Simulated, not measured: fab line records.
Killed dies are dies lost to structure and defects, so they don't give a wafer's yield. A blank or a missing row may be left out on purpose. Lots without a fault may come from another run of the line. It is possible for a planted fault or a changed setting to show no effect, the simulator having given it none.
Which of the tools did it? ; flow sky130 ; 12 lots, 36 wafers sampled, at 1 step of a route of 708

== WHAT THE GAUGES SHOWED, per wafer ==
SKY_SD_N_RS_MEAS_18: measurement is done with a four-point probe.
lot;measured;on;RES_XHIGH_RS (ohm/sq)
L076;day 28 18:12;film-metro-01;333.4 332.3 333.1
L077;day 29 01:56;film-metro-02;334.1 333.9 333.8
L079;day 29 18:00;film-metro-02;332.3 332.7 333.8
L081;day 30 12:56;film-metro-02;332.3 332.0 335.0
L083;day 31 07:32;film-metro-03;332.7 333.0 333.5
L085;day 32 03:10;film-metro-01;334.5 335.3 334.1
L087;day 32 12:50;film-metro-01;333.5 334.1 334.2
L089;day 32 23:34;film-metro-03;334.2 332.9 334.8
L092;day 33 19:52;film-metro-03;333.5 333.2 334.1
L093;day 34 16:10;film-metro-02;334.4 332.1 334.2
L094;day 35 02:24;film-metro-03;333.2 332.4 332.7
L097;day 35 12:16;film-metro-03;331.4 331.5 331.3

== WHAT TOOL EACH LOT RAN ON (gives the tool, then ch and the chambers of the sampled wafers, and finally the start) ==
Before these readings, the record contains no process step.

== THE ANSWER, worked out from the rows above alone ==
Rule: what is usual is taken from the lots themselves. The widest of any qualifying gaps counts: lots, ordered by their means at a reading, are off when they make up no more than a third of the lots, leave a main group of 4 or more, and stand apart from it by 3 or more times the standard deviation of that group's means. If all means in a main group match to the digits the tables above print for the reading, that group is not used. A lot without any number at a reading at which 4 lots or more have one is off too. The other lots that the step has rows for count as sound.
Nothing can be told from this: no lot is off at any reading shown.

== WHAT WAS PUT IN BY THE SIMULATOR ==
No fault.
